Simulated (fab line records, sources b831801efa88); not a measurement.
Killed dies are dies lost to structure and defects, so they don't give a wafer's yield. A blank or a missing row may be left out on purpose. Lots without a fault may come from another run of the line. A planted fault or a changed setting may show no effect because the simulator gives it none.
fab line records | flow sky130
record lots=6 wafers=18 last_day=51
route steps=708 shown METAL4@627 VIA4@639 PAD_OPEN@708
lots that met no fault: from a run of the same line without faults
start_h: hours from the record's first day to the start of the lot's first wafer shown | wait_h: hours since the lot's step before | " the same as in the row above | L1.1+2: a row that stands for several wafers | - no value, or no start given | * or withheld: withheld | < > ~ a bound
route shown NAME@n: a module of which the file shows steps, and the number in the route of the first | usual: mean/standard deviation of fault-free wafers | same: alike in all rows | chamber/n: place in a boat | sites: the reading at each site | _std_site: their standard deviation | _edge_site: outer sites' mean less inner sites' | radius_mm: how far each site lies from the wafer's centre | mask NAME#n: copy n | behind: the tool/chamber that last shaped the wafer | hold: why the lot was held/for how many hours/how that ended | device: the transistor (n, p or np) that didn't switch | end of line: the same wafers' tests at the end of the route | a step without rows: its recipe alone | killed: dies lost to structure and defects at the first sort, not the wafer's yield | map: a wafer's dies, x killed, . not, _ none there
set.NAME: the setting as run; set.NAME@STEP: as run at that earlier step | model.NAME: the simulator's own value behind a step, which no gauge read
lots at some steps of the route; a table a step, a row a wafer
services: from which hour (start_h, from the record's first day; less than 0 if before it) a tool's chamber was out of use, for how many hours, and why
## steps
# step SKY_METAL4_PEB_11
# recipe peb_temp_c=withheld peb_time_s=withheld resist=KrF-thick
# step SKY_METAL4_DEVELOP_12
# recipe develop_time_s=60 resist=KrF-thick dev_temp_c=21
# step SKY_METAL4_CD_MEAS_13
# recipe target_cd_nm=300
# usual cd_nm=299.6/1.2
# columns lot.wafer tool chamber start_h wait_h cd_nm
L170.3 cd_sem-02 - 999.73 - 297.9
L170.5 " - " " 298.4
L170.6 " - " " 299.4
L169.2 cd_sem-02 - 1001.81 - 299.9
L169.4 " - " " 298.1
L169.6 " - " " 299.2
L171.1 cd_sem-02 - 1003.99 - 300.5
L171.3 " - " " 301.2
L171.4 " - " " 300.1
L189.1 cd_sem-02 - 1138.44 - 301.1
L189.4 " - " " 301.0
L189.6 " - " " 301.4
L192.3 cd_sem-01 - 1141.28 - 299.8
L192.4 " - " " 299.0
L192.5 " - " " 299.3
L187.1 cd_sem-01 - 1142.65 - 300.0
L187.2 " - " " 301.6
L187.6 " - " " 300.3
# step SKY_METAL4_OVL_MEAS_14
# usual METAL4_OVL=-1/5.6
# columns lot.wafer tool chamber start_h wait_h METAL4_OVL[nm]
L170.3 overlay-02 - 999.82 0.1 -3
L170.5 " - " " 0
L170.6 " - " " 4
L169.2 overlay-02 - 1001.91 0.1 3
L169.4 " - " " 5
L169.6 " - " " 4
L171.1 overlay-02 - 1004.11 0.1 9
L171.3 " - " " 8
L171.4 " - " " 5
L189.1 overlay-02 - 1138.56 0.1 2
L189.4 " - " " 9
L189.6 " - " " 9
L192.3 overlay-02 - 1141.37 0.1 -12
L192.4 " - " " -3
L192.5 " - " " -9
L187.1 overlay-02 - 1142.77 0.1 0
L187.2 " - " " -2
L187.6 " - " " 2
# step SKY_METAL4_DESCUM_15
# recipe chemistry=O2 source_power_w=150 bias_power_w=0 pressure_mtorr=10 temp_c=40 time_s=8
# usual drypump_motor_current_A=5.7/0.64 oes_product_au=0.997/0.0087 temp_c=40.01/0.11
# columns lot.wafer tool chamber start_h wait_h drypump_motor_current_A oes_product_au rf_hours_counter_h temp_c
L170.3 rie_metal-04 1 999.85 0.0 6.2 0.985 - 40.02
L170.5 " 0 " " 4.6 0.988 - 40.04
L170.6 " 1 " " 6.2 0.986 - 39.94
L169.2 rie_metal-04 1 1001.94 0.0 6.2 0.985 10 40.16
L169.4 " 1 " " 6.1 0.989 - 40.03
L169.6 " 1 " " 6.1 0.995 - 40.03
L171.1 rie_metal-01 1 1004.14 0.0 5.8 0.998 4 40.15
L171.3 " 1 " " 5.8 0.998 - 40.11
L171.4 " 0 " " 6.3 0.989 - 40.16
L189.1 rie_metal-01 0 1138.59 0.0 6.3 1.006 23 39.90
L189.4 " 1 " " 5.8 1.019 - 39.97
L189.6 " 0 " " 6.3 1.002 - 40.13
L192.3 rie_metal-01 1 1141.40 0.0 5.8 1.009 - 39.94
L192.4 " 0 " " 6.3 0.996 - 40.06
L192.5 " 0 " " 6.3 1.001 - 40.00
L187.1 rie_metal-04 0 1142.81 0.0 4.6 1.002 13 39.88
L187.2 " 1 " " 6.2 0.986 20 39.92
L187.6 " 0 " " 4.6 0.997 - 39.96
# step SKY_METAL4_ETCH_16
# recipe chemistry=N2/H2 target=BARC ion_energy_ev=200 bias_w=100 pressure_mtorr=30 n2_flow_sccm=100 h2_flow_sccm=200 icp_w=500 stop_on=SiO2 time_s=88.2 target_depth_a=600
# usual drypump_motor_current_A=5.7/0.64 oes_product_au=0.626/0.0047 throttle_valve_pct=13.205/0.0088
# columns lot.wafer tool chamber start_h wait_h drypump_motor_current_A oes_product_au rf_hours_counter_h throttle_valve_pct
L170.3 rie_metal-04 1 999.91 0.0 6.2 0.617 - 13.211
L170.5 " 0 " " 4.6 0.625 - 13.210
L170.6 " 1 " " 6.2 0.627 - 13.199
L169.2 rie_metal-04 1 1001.97 0.0 6.2 0.617 10 13.200
L169.4 " 1 " " 6.2 0.630 - 13.226
L169.6 " 1 " " 6.2 0.627 - 13.216
L171.1 rie_metal-01 1 1004.17 0.0 5.8 0.617 4 13.203
L171.3 " 1 " " 5.8 0.628 - 13.187
L171.4 " 0 " " 6.3 0.622 - 13.220
L189.1 rie_metal-01 0 1138.62 0.0 6.3 0.619 23 13.198
L189.4 " 1 " " 5.8 0.618 - 13.204
L189.6 " 0 " " 6.3 0.617 - 13.209
L192.3 rie_metal-01 1 1141.46 0.0 5.8 0.629 - 13.204
L192.4 " 0 " " 6.2 0.629 - 13.208
L192.5 " 0 " " 6.3 0.623 - 13.213
L187.1 rie_metal-04 0 1142.84 0.0 4.6 0.626 13 13.210
L187.2 " 1 " " 6.2 0.631 20 13.185
L187.6 " 0 " " 4.6 0.631 - 13.200
# step SKY_METAL4_ETCH_17
# recipe target=SiO2 stop_on=TiN chemistry=C4F8/O2/Ar source_w=1500 bias_w=1200 pressure_mtorr=40 c4f8_flow_sccm=withheld O2_flow_sccm=6 Ar_flow_sccm=300 time_s=3.9 target_depth_a=150
# step SKY_METAL4_METAL_ETCH_18
# recipe target_depth_a=8450 stop_on=SiO2 over_etch_frac=0.3 time_s=183.1 chemistry=Cl2/BCl3 resist_sidewall_deg=88 pressure_mtorr=10 icp_w=900 bias_w=48.5 Cl2_flow_sccm=60 bcl3_flow_sccm=30
# usual drypump_motor_current_A=5.9/0.5 oes_product_au=0.866/0.0063 throttle_valve_pct=22.264/0.0089
# columns lot.wafer tool chamber start_h wait_h drypump_motor_current_A oes_product_au rf_hours_counter_h throttle_valve_pct
L170.3 rie_metal-02 0 1000.05 0.1 5.7 0.865 - 22.270
L170.5 " 1 " " 6.2 0.859 - 22.244
L170.6 " 0 " " 5.7 0.859 - 22.270
L169.2 rie_metal-01 1 1002.09 0.0 5.8 0.874 4 22.271
L169.4 " 0 " " 6.2 0.860 - 22.269
L169.6 " 1 " " 5.7 0.859 - 22.266
L171.1 rie_metal-02 0 1004.29 0.0 5.7 0.869 11 22.250
L171.3 " 1 " " 6.2 0.870 - 22.255
L171.4 " 0 " " 5.6 0.871 - 22.265
L189.1 rie_metal-02 1 1138.74 0.0 6.3 0.866 24 22.257
L189.4 " 1 " " 6.2 0.866 - 22.262
L189.6 " 1 " " 6.2 0.871 - 22.256
L192.3 rie_metal-02 1 1141.60 0.1 6.2 0.869 - 22.273
L192.4 " 0 " " 5.7 0.870 - 22.270
L192.5 " 1 " " 6.3 0.853 - 22.269
L187.1 rie_metal-02 0 1142.96 0.0 5.6 0.881 22 22.252
L187.2 " 1 " " 6.2 0.859 25 22.271
L187.6 " 0 " " 5.7 0.868 - 22.267
# step SKY_METAL4_STRIP_19
# recipe chemistry=O2/N2 power_w=1400 pressure_mtorr=1500 platen_temp_c=withheld o2_flow_sccm=3000 n2_flow_sccm=300 overash_fraction=0.5
# usual drypump_motor_current_A=5.6/0.39 oes_product_au=0.503/0.0057 strip_time_to_endpoint_s=6.57/0.083
# columns lot.wafer tool chamber start_h wait_h drypump_motor_current_A oes_product_au rf_hours_counter_h strip_time_to_endpoint_s
L170.3 plasma_asher-03 1 1000.20 0.1 5.5 0.501 - 6.49
L170.5 " 0 " " 5.9 0.505 - 6.69
L170.6 " 1 " " 5.5 0.499 - 6.53
L169.2 plasma_asher-01 1 1002.27 0.1 5.9 0.496 86 6.53
L169.4 " 0 " " 4.8 0.504 - 6.55
L169.6 " 1 " " 5.9 0.495 - 6.58
L171.1 plasma_asher-01 1 1004.47 0.1 5.9 0.501 87 6.59
L171.3 " 0 " " 4.7 0.504 - 6.77
L171.4 " 1 " " 5.9 0.510 - 6.61
L189.1 plasma_asher-01 0 1138.92 0.1 4.7 0.510 97 6.66
L189.4 " 0 " " 4.7 0.502 - 6.62
L189.6 " 0 " " 4.7 0.512 - 6.67
L192.3 plasma_asher-04 1 1141.75 0.1 5.6 0.499 - 6.60
L192.4 " 0 " " 5.7 0.502 - 6.54
L192.5 " 1 " " 5.6 0.505 - 6.70
L187.1 plasma_asher-03 0 1143.14 0.1 5.9 0.497 8 6.50
L187.2 " 1 " " 5.5 0.509 8 6.60
L187.6 " 1 " " 5.5 0.510 - 6.51
# step SKY_METAL4_STRIP_20
# recipe chemistry=post_etch_residue_remover time_s=1200 temp_c=72.5
# step SKY_METAL4_CLEAN_21
# recipe chemistry=IPA time_s=180 temp_c=25
# step SKY_METAL4_CLEAN_22
# recipe chemistry=O3/DIW dry=n2_spin
# step SKY_VIA4_HDPCVD_00
# recipe material=SiO2 target_thk_nm=1750 sigma_open_frac=0.3 time_s=291.7 temp_c=400 sih4_flow_sccm=60 pressure_mtorr=6
# usual pressure_mtorr=5.998/0.013
# columns lot.wafer tool chamber start_h wait_h pressure_mtorr model.SiO2_of_VIA4_HDPCVD_00.thk_nm
L170.3 hdpcvd-02 1 1001.17 0.0 6.007 1706
L170.5 " 0 " " 6.006 1718
L170.6 " 1 " " 5.996 1738
L169.2 hdpcvd-01 2 1003.35 0.0 6.007 1749
L169.4 " 1 " " 5.982 1780
L169.6 " 0 " " 6.001 1755
L171.1 hdpcvd-01 2 1005.46 0.0 6.009 1748
L171.3 " 1 " " 5.980 1765
L171.4 " 0 " " 6.004 1759
L189.1 hdpcvd-02 1 1139.52 0.0 6.005 804.8
L189.4 " 2 " " 5.992 1706
L189.6 " 0 " " 5.974 1753
L192.3 hdpcvd-01 0 1142.35 0.0 6.010 1760
L192.4 " 2 " " 5.991 1768
L192.5 " 0 " " 6.013 1767
L187.1 hdpcvd-02 1 1143.95 0.1 5.998 808
L187.2 " 0 " " 6.017 1729
L187.6 " 0 " " 6.011 1735
# step SKY_VIA4_THK_MEAS_01
# recipe reads=SiO2_of_VIA4_HDPCVD_00
# usual VIA4_HDPCVD_THK=1750/21
# columns lot.wafer tool chamber start_h wait_h VIA4_HDPCVD_THK[nm]
L170.3 film_metro-04 - 1001.37 0.1 1707
L170.5 " - " " 1717
L170.6 " - " " 1737
L169.2 film_metro-02 - 1003.54 0.1 1750
L169.4 " - " " 1782
L169.6 " - " " 1754
L171.1 film_metro-04 - 1005.64 0.1 1748
L171.3 " - " " 1765
L171.4 " - " " 1759
L189.1 film_metro-04 - 1139.70 0.1 804
L189.4 " - " " 1706
L189.6 " - " " 1752
L192.3 film_metro-01 - 1142.55 0.1 1759
L192.4 " - " " 1767
L192.5 " - " " 1767
L187.1 film_metro-01 - 1144.13 0.1 809
L187.2 " - " " 1727
L187.6 " - " " 1736
# step SKY_VIA4_CMP_02
# recipe material=SiO2 down_force_psi=4 platen_rpm=60 pad_velocity_m_s=0.94248
# usual motor_current_A=12.1/1.8
# columns lot.wafer tool chamber start_h wait_h motor_current_A
L170.3 cmp-02 3 1001.75 0.4 9.0
L170.5 " 1 " " 10.9
L170.6 " 2 " " 15.5
L169.4 cmp-02 2 1003.64 0.1 14.8
L169.2 " 0 " " 11.1
L169.6 " 1 " " 11.0
L171.1 cmp-01 3 1005.70 0.1 13.6
L171.4 " 0 " " 9.6
L171.3 " 2 " " 12.9
L189.4 cmp-01 3 1139.81 0.1 13.5
L189.1 " 1 " " 12.3
L189.6 " 3 " " 14.0
L192.4 cmp-02 3 1142.64 0.1 9.5
L192.3 " 0 " " 11.3
L192.5 " 2 " " 15.1
L187.2 cmp-02 2 1144.48 0.3 15.7
L187.1 " 0 " " 10.7
L187.6 " 1 " " 11.0
# step SKY_PAD_OPEN_PROBE_99
# usual defect_limited_yield=82.5/2 killed_at_M0_to_M3=42/7.3 killed_at_M4_up=3.4/2 killed_at_contacts=24/5.6 killed_at_front_end=16/4.5 killed_at_other=0.2/0.51 killed_dies=86/9.8 killed_open=46/7 killed_short=40/6.7
# same gross_dies=492 killed_at_back_side=0
# columns lot.wafer tool chamber start_h wait_h defect_limited_yield[%] killed_at_M0_to_M3 killed_at_M4_up killed_at_contacts killed_at_front_end killed_at_other killed_dies killed_open killed_short model.etest.tester.sort_n_pass model.etest.tester.sort_yield_pct model.etest.tester.sort_bin_3_pct model.etest.met5_comb.leak_log10_a_um model.etest.tester.sort_bin_8_pct
L170.3 prober-01 - 1100.05 0.2 86.0 34 1 20 14 0 69 44 24 423 85.98 0.6098 -11.87 0
L170.5 prober-01 - 1100.15 0.2 82.3 49 5 23 10 0 87 45 41 405 82.32 0.813 -12.07 0
L170.6 prober-01 - 1100.20 0.2 84.8 42 5 17 11 0 75 44 31 417 84.76 0.813 -11.87 0
L169.2 prober-02 - 1103.30 0.3 83.7 41 3 24 12 0 80 38 39 412 83.74 1.423 -11.94 0
L169.4 prober-02 - 1103.40 0.4 86.2 29 3 13 23 0 68 36 32 424 86.18 0.6098 -12.17 0
L169.6 prober-02 - 1103.50 0.4 84.8 36 5 23 11 0 75 37 37 417 84.76 0.2033 -12.05 0
L171.1 prober-02 - 1103.87 0.1 78.3 46 8 31 22 0 107 46 61 385 78.25 2.439 -12.05 0
L171.3 prober-02 - 1103.97 0.2 86.4 25 3 27 12 0 67 37 30 425 86.38 0.6098 -12.09 0
L171.4 prober-02 - 1104.02 0.2 84.8 34 2 26 13 0 75 44 31 417 84.76 0.2033 -11.78 0
L189.1 prober-01 - 1215.40 0.1 80.7 42 6 27 20 0 95 53 42 222 45.12 36.79 -6.873 0.0002274
L189.4 prober-01 - 1215.55 0.2 82.7 39 3 28 15 0 85 47 38 407 82.72 0.4065 -11.79 0
L189.6 prober-01 - 1215.65 0.2 81.5 41 3 31 16 0 91 43 46 401 81.5 1.423 -11.88 0
L192.3 prober-02 - 1218.38 0.2 81.3 42 0 28 22 0 92 55 37 400 81.3 1.22 -12.01 0
L192.4 prober-02 - 1218.43 0.2 82.5 43 8 21 14 0 86 51 35 406 82.52 0.6098 -11.89 0
L192.5 prober-02 - 1218.48 0.2 81.5 43 1 32 13 2 91 41 50 401 81.5 1.016 -12.15 0
L187.1 prober-02 - 1221.93 0.1 86.2 37 4 15 12 0 68 38 30 216 43.9 42.89 -6.865 1.437e-07
L187.2 prober-02 - 1221.98 0.1 83.1 41 4 23 15 0 83 45 37 409 83.13 1.423 -11.95 0
L187.6 prober-02 - 1222.18 0.2 81.9 42 7 20 20 0 89 47 42 403 81.91 0.813 -12.04 0
# killed by level:class
L170.3 VIA1:geometric_particle:open=9 LI_CONTACT:geometric_particle:open=6 LOCAL_INTERCONNECT:geometric_particle:short=6 POLY_GATE:geometric_particle:open=5 VIA3:geometric_particle:open=5 METAL1:geometric_particle:short=4 CONTACT:geometric_particle:open=4 METAL1:geometric_particle:open=4
L170.5 VIA1:geometric_particle:open=12 LI_CONTACT:geometric_particle:open=9 VIA3:geometric_particle:open=9 CONTACT:geometric_particle:open=5 METAL1:geometric_particle:short=5 METAL2:geometric_particle:short=4 VIA2:geometric_particle:short=4 VIA3:geometric_particle:short=4
L170.6 VIA3:geometric_particle:open=9 VIA1:geometric_particle:open=8 VIA1:geometric_particle:short=5 POLY_GATE:geometric_particle:short=4 LI_CONTACT:geometric_particle:open=4 CONTACT:geometric_particle:open=4 METAL2:geometric_particle:open=4 VIA2:geometric_particle:open=4
L169.2 CONTACT:geometric_particle:open=13 VIA1:geometric_particle:open=10 METAL1:geometric_particle:short=7 METAL2:geometric_particle:short=7 LI_CONTACT:geometric_particle:open=5 VIA1:geometric_particle:short=5 VIA3:geometric_particle:open=5 VIA3:geometric_particle:short=4
L169.4 LI_CONTACT:geometric_particle:open=8 SPACER:geometric_particle:open=5 VIA1:geometric_particle:short=5 VIA3:geometric_particle:open=5 FIELD_ISO:geometric_particle:short=4 METAL1:geometric_particle:short=4 VIA1:geometric_particle:open=4 POLY_GATE:geometric_particle:short=3
L169.6 LI_CONTACT:geometric_particle:open=8 CONTACT:geometric_particle:open=7 VIA3:geometric_particle:open=6 VIA2:geometric_particle:open=6 VIA2:geometric_particle:short=5 METAL1:geometric_particle:short=5 VIA1:geometric_particle:short=5 METAL4:geometric_particle:short=5
L171.1 METAL2:geometric_particle:short=14 CONTACT:geometric_particle:open=11 VIA1:geometric_particle:open=8 FIELD_ISO:geometric_particle:short=7 VIA1:geometric_particle:short=7 METAL4:geometric_particle:short=6 CONTACT:geometric_particle:short=5 LI_CONTACT:geometric_particle:open=5
L171.3 CONTACT:geometric_particle:open=12 CONTACT:geometric_particle:short=9 VIA1:geometric_particle:open=8 FIELD_ISO:geometric_particle:short=5 METAL1:geometric_particle:short=5 POLY_GATE:geometric_particle:open=4 LI_CONTACT:geometric_particle:open=4 VIA3:geometric_particle:open=3
L171.4 CONTACT:geometric_particle:open=11 VIA3:geometric_particle:open=10 CONTACT:geometric_particle:short=8 FIELD_ISO:geometric_particle:open=6 VIA1:geometric_particle:open=5 METAL3:geometric_particle:short=4 POLY_GATE:geometric_particle:open=3 LI_CONTACT:geometric_particle:open=3
L189.1 CONTACT:geometric_particle:open=13 FIELD_ISO:geometric_particle:short=9 VIA3:geometric_particle:open=9 FIELD_ISO:geometric_particle:open=7 LI_CONTACT:geometric_particle:open=7 VIA1:geometric_particle:open=5 METAL2:geometric_particle:short=5 METAL1:geometric_particle:short=4
L189.4 LI_CONTACT:geometric_particle:open=11 CONTACT:geometric_particle:open=8 VIA3:geometric_particle:open=7 VIA2:geometric_particle:open=6 VIA1:geometric_particle:open=6 CONTACT:geometric_particle:short=5 VIA1:geometric_particle:short=5 METAL1:geometric_particle:short=3
L189.6 CONTACT:geometric_particle:short=9 LI_CONTACT:geometric_particle:open=9 CONTACT:geometric_particle:open=9 VIA2:geometric_particle:open=8 METAL2:geometric_particle:short=7 VIA3:geometric_particle:open=7 POLY_GATE:geometric_particle:short=6 VIA1:geometric_particle:open=4
L192.3 VIA3:geometric_particle:open=9 VIA1:geometric_particle:open=9 LI_CONTACT:geometric_particle:open=8 CONTACT:geometric_particle:open=8 VIA1:geometric_particle:short=8 POLY_GATE:geometric_particle:open=7 METAL2:geometric_particle:short=6 POLY_GATE:geometric_particle:short=5
L192.4 VIA1:geometric_particle:open=10 FIELD_ISO:geometric_particle:open=7 LI_CONTACT:geometric_particle:open=7 VIA3:geometric_particle:open=7 VIA2:geometric_particle:open=6 LOCAL_INTERCONNECT:geometric_particle:short=5 METAL4:geometric_particle:short=5 METAL1:geometric_particle:short=4
L192.5 LI_CONTACT:geometric_particle:open=8 VIA1:geometric_particle:short=7 LOCAL_INTERCONNECT:geometric_particle:short=7 CONTACT:geometric_particle:open=7 CONTACT:geometric_particle:short=7 VIA1:geometric_particle:open=7 METAL1:geometric_particle:short=5 POLY_GATE:geometric_particle:open=4
L187.1 VIA3:geometric_particle:open=10 VIA1:geometric_particle:open=7 VIA2:geometric_particle:open=6 FIELD_ISO:geometric_particle:open=5 CONTACT:geometric_particle:open=5 METAL2:geometric_particle:short=5 POLY_GATE:geometric_particle:short=4 LI_CONTACT:geometric_particle:open=4
L187.2 CONTACT:geometric_particle:open=11 METAL2:geometric_particle:short=9 VIA1:geometric_particle:open=8 FIELD_ISO:geometric_particle:short=7 VIA2:geometric_particle:open=7 VIA3:geometric_particle:open=7 LOCAL_INTERCONNECT:geometric_particle:short=5 CONTACT:geometric_particle:short=4
L187.6 FIELD_ISO:geometric_particle:open=8 CONTACT:geometric_particle:open=8 VIA1:geometric_particle:open=8 CONTACT:geometric_particle:short=6 METAL1:geometric_particle:short=6 POLY_GATE:geometric_particle:open=5 VIA1:geometric_particle:short=5 VIA2:geometric_particle:short=5
## services
# columns tool chamber start_h hours kind
plasma_asher-04 - 981.82 1.2 repair
plasma_asher-03 - 982.67 2.8 pm
plasma_asher-04 - 998.39 1.5 repair
rie_metal-01 - 1013.48 0.5 repair
rie_metal-02 1 1015.54 14.1 repair
hdpcvd-02 - 1038.69 0.9 repair
hdpcvd-01 - 1047.64 2.8 pm
cmp-01 - 1051.17 1.5 repair
plasma_asher-03 - 1055.27 9.0 pm
plasma_asher-03 0 1055.27 9.0 vent_cycle
plasma_asher-03 1 1055.27 9.0 vent_cycle
cmp-01 - 1062.67 1.7 repair
rie_metal-04 0 1062.89 6.8 repair
plasma_asher-01 - 1063.74 2.0 repair
cmp-01 - 1072.69 5.3 pm
plasma_asher-01 - 1076.71 28.1 pm
cmp-02 - 1084.00 4.0 pm
cmp-02 - 1088.00 - consumable_replace:conditioner
cmp-02 - 1088.00 - consumable_replace:pad
cmp-01 - 1092.75 5.9 pm
hdpcvd-01 2 1107.18 2.4 repair
cmp-02 - 1109.85 4.8 pm
rie_metal-01 1 1113.66 22.3 repair
hdpcvd-01 - 1118.52 1.8 repair
## key
first_sign step=SKY_VIA4_THK_MEAS_01 reading=VIA4_HDPCVD_THK direction=down sigmas=45 usual=1750 struck=807
effect none on later readings
model_effect step=SKY_VIA4_HDPCVD_00 value=SiO2_of_VIA4_HDPCVD_00.thk_nm without=1745 struck=806.4
model_effect step=SKY_PAD_OPEN_PROBE_99 value=etest.tester.sort_n_pass without=410.5 struck=219
met_at SKY_VIA4_HDPCVD_00
struck_wafers L187.1,L189.1
onset_between 1001.17 1139.52
fault kind=process_parameter_drift tool=hdpcvd-02 chamber=1 onset_h=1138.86 steps=SKY_VIA4_HDPCVD_00 channel=target_thk_nm offset=-938.32 shape=step end_h=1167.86 acts_in=these_recipes_only stated=1750
